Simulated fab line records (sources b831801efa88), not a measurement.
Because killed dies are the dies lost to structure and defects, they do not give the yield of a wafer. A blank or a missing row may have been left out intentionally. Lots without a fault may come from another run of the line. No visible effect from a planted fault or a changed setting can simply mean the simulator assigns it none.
Struck lot and sound lot, side by side | flow sky130 | 15 out of 708 route steps
Sound: wafers L144.1, L144.2, L144.6. The struck wafers were L156.2, L156.4, L156.6. The cause is given at the end.
At each step with rows: each side's tool, then ch and its chambers, then its first start. Under that, the readings that differ: sound wafers | struck wafers | difference of the means | sigmas: that difference in standard deviations of wafers without a fault.
alike: readings with means less than 2 such deviations apart, plus words and numbers identical on both sides. not compared: withheld readings, readings lacking a value on some wafer, bounds such as >300 that could conceal the same value, and numbers that have no deviation in the record and whose values overlap.
A row with sigmas, a row that says differs or no value, or rows on one side alone: a step with any of these is where the two part. When numbers do not overlap yet have no deviation, they are printed without sigmas and do not part them. A reading that every wafer of one side lacks parts them only if that side has two wafers or more.

first, 6 steps without rows for these wafers: SKY_CONTACT_COAT_08 (resist thk 60 nm); SKY_CONTACT_COAT_09 (resist thk 450 nm); SKY_CONTACT_SOFTBAKE_10 (time 90 s); SKY_CONTACT_EXPOSE_11 (exposes mask CTM1, target cd 170 nm); SKY_CONTACT_PEB_12; SKY_CONTACT_DEVELOP_13 (develop time 60 s).
SKY_CONTACT_CD_MEAS_14: the cd target is 170 nm.
  struck on cd-sem-01, day 36 02:34; sound on cd-sem-02, day 32 12:21
  alike: cd-nm
SKY_CONTACT_OVL_MEAS_15:
  struck on overlay-02, day 36 02:41; sound on overlay-01, day 32 12:28
  alike: CONTACT_OVL
SKY_CONTACT_ETCH_16: etches BARC in N2/H2, stops on SiO2, time 45.9 s, target depth 60 nm.
  sound on rie-diel-03 ch 1,2,3, day 32 12:31; struck on rie-diel-04 ch 0,1,2, day 36 02:43
  alike: drypump-motor-current-A, oes-product-au, throttle-valve-pct
  not compared: rf-hours-counter-h
SKY_CONTACT_ETCH_17: etches SiO2 in C4F8/O2/Ar, stops on Si3N4, target depth 340 nm.
  sound on rie-diel-03 ch 1,2,3, day 32 12:33; struck on rie-diel-04 ch 0,1,2, day 36 02:45
  alike: oes-product-au
SKY_CONTACT_ETCH_18: etches Si3N4 in CHF3/O2, stops on TiN, time 39 s, target depth 75 nm.
  sound on rie-diel-03 ch 1,2,3; struck on rie-diel-04 ch 0,1,2
  alike: O2_flow_sccm, drypump-motor-current-A, oes-product-au, throttle-valve-pct
  not compared: rf-hours-counter-h
SKY_CONTACT_STRIP_19: strips in O2/N2.
  sound on plasma-asher-04 ch 0,1, day 32 12:38; struck on plasma-asher-02 ch 0, day 36 02:50
  reading                     | sound       | struck      | difference | sigmas
  drypump-motor-current-A (A) | 6.0 5.8 6.0 | 5.1 5.1 5.1 | -0.8       | -2
  alike: oes-product-au, strip-time-to-endpoint-s
  not compared: rf-hours-counter-h
SKY_CONTACT_STRIP_20: strips in post etch residue remover, time 1200 s.
  sound on wet-bench-01 ch 0, day 32 12:44; struck on wet-bench-02 ch 3, day 36 02:56
  reading               | sound             | struck            | difference | sigmas
  bath-guard-temp-C (C) | 71.9 72.3 72.4    | 68.8 68.8 69.1    | -3.3       | -7
  temp-c (C)            | 72.46 72.43 72.46 | 69.23 69.15 68.99 | -3.33      | -28
then, 1 step without rows for these wafers: SKY_CONTACT_CLEAN_21 (cleans in IPA, time 180 s).
-- the record jumps here: 13 days lie between the struck wafers' starts before and after (it left off in module CONTACT and takes up again in module PAD_OPEN, whose first step shown is number 708 of the route) --
SKY_PAD_OPEN_PROBE_99:
  struck on prober-02, day 49 02:07; sound on prober-02, day 46 11:29
  alike: killed_at_M0_to_M3, killed_at_M4_up, killed-at-contacts, killed-at-front-end, killed-at-other, killed-dies, killed-open, killed-short

## WHERE THEY PART
Last at SKY_CONTACT_STRIP_20 as far as this record goes, first at SKY_CONTACT_STRIP_19. Later steps at which nothing parts them and some readings are alike: SKY_PAD_OPEN_PROBE_99.

WHY: the cause the simulator had injected
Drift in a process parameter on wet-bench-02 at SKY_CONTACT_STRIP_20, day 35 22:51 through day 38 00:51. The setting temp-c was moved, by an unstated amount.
